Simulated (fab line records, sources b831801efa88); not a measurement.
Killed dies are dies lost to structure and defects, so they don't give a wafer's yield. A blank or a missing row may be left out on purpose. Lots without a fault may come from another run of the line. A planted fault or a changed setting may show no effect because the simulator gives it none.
Split-lot experiment | flow sfq_line | 5 lots, 23 wafers read, on a route of 325 steps

THE SPLIT
At SFQ_TRILAYER_M6_LITHO_EXPOSE_160 (exposes mask M6, target cd 500 nm), the setting dose_mj was moved away from the recipe's 14.4 on 9 of the 23 wafers read, by -3.1% to +3.0%. The other wafers ran this setting at the recipe's value.

FROM THE SPLIT TO THE READING: what the file shows between them, 2 steps
- SFQ_TRILAYER_M6_LITHO_PEB_162: peb time 60 s
- SFQ_TRILAYER_M6_LITHO_DEVELOP_161: time 60 s

THE READING
M6.cd_nm (the simulator's own value, which no gauge read), in nm, at SFQ_TRILAYER_M6_BARC_OPEN_METAL_ETCH_206 (etches BARC in O2, target depth 125 nm, time 41.7 s). The file gives no usual value for it. The 14 wafers here that ran the recipe average 499.7 nm, standard deviation 1.4 nm.

wafer  | tool, chamber at the split | dose_mj as run | against the recipe | M6.cd_nm, nm | against lot-mates on the recipe
L078.1 | krf_scanner-02, 0          | 14.4           | recipe             | 498.5        | -
L078.3 | krf_scanner-02, 0          | 14.4           | recipe             | 499.3        | -
L078.4 | krf_scanner-02, 0          | 14.4           | recipe             | 499.5        | -
L078.5 | krf_scanner-02, 0          | 14.4           | recipe             | 499.5        | -
L078.6 | krf_scanner-02, 0          | 14.4           | recipe             | 499.4        | -
L079.3 | krf_scanner-02, 0          | 14.4           | recipe             | 499.5        | -
L079.4 | krf_scanner-02, 0          | 14.4           | recipe             | 501.8        | -
L079.5 | krf_scanner-02, 0          | 14.4           | recipe             | 501.9        | -
L081.1 | krf_scanner-02, 0          | 14.4           | recipe             | 498.6        | -
L081.3 | krf_scanner-02, 0          | 14.77          | +2.6%              | 493.3        | -5.2
L081.4 | krf_scanner-02, 0          | 14.4           | recipe             | 498.3        | -
L081.5 | krf_scanner-02, 0          | 14.77          | +2.6%              | 495.7        | -2.8
L081.6 | krf_scanner-02, 0          | 14.77          | +2.6%              | 495.1        | -3.4
L083.1 | krf_scanner-02, 0          | 14.83          | +3.0%              | 493.1        | -4.8
L083.2 | krf_scanner-02, 0          | 14.83          | +3.0%              | 493.3        | -4.6
L083.3 | krf_scanner-02, 0          | 14.83          | +3.0%              | 494.2        | -3.7
L083.5 | krf_scanner-02, 0          | 14.4           | recipe             | 497.6        | -
L083.6 | krf_scanner-02, 0          | 14.4           | recipe             | 498.1        | -
L085.1 | krf_scanner-02, 0          | 13.96          | -3.1%              | 507.8        | +6.2
L085.3 | krf_scanner-02, 0          | 13.96          | -3.1%              | 506.8        | +5.2
L085.4 | krf_scanner-02, 0          | 13.96          | -3.1%              | 506.7        | +5.1
L085.5 | krf_scanner-02, 0          | 14.4           | recipe             | 501          | -
L085.6 | krf_scanner-02, 0          | 14.4           | recipe             | 502.1        | -

THE FIT
A straight line over all 23 wafers: M6.cd_nm changes by -2.19 nm for each +1% of dose_mj; r = -0.95; the points scatter about the line by 1.3 nm.
The same after taking each lot's own level away (the mean of its wafers on the recipe; 23 wafers): -1.61 nm for each +1%; r = -0.97; scatter 0.73 nm.
On that fit, the largest move of dose_mj shifts the reading by 4.9 nm.
The lots' own levels span 497.85 to 501.55 nm, that is 2.6 times the standard deviation above.
So the lot-to-lot level changes the slope: the two fits differ.
Check: with one of the wafers moved furthest among these (-3.1%) left out of the fit, the line predicts +4.82 nm for it against its lot-mates. It came out at +6.25 nm against them.

OTHER SPLITS ON THESE WAFERS
These wafers also went through other splits before the reading. Each is held against what the fit with the lots' levels taken away leaves over:
other split on the same wafers                   | wafers away from the commonest value | r with M6.cd_nm (lot level and that fit taken away)
SFQ_TRILAYER_JJ_TRILAYER_DEP_SPUTTER_112 power_w | 11                                   | +0.01
SFQ_TRILAYER_JJ_CE_LITHO_COAT_119 spin_rpm       | 7                                    | -0.03
SFQ_TRILAYER_M5_BARC_OPEN_METAL_ETCH_161 time_s  | 4                                    | -0.17
SFQ_TRILAYER_R5_ETCH_METAL_ETCH_139 time_s       | 8                                    | -0.12
SFQ_TRILAYER_C5_LITHO_EXPOSE_152 dose_mj         | 5                                    | -0.12
SFQ_TRILAYER_M6_DEP_SPUTTER_157 time_s           | 7                                    | +0.10

THE FILE'S OWN FIT
M6.cd_nm changes by -1.6 nm for each +1% of dose_mj, r = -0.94.
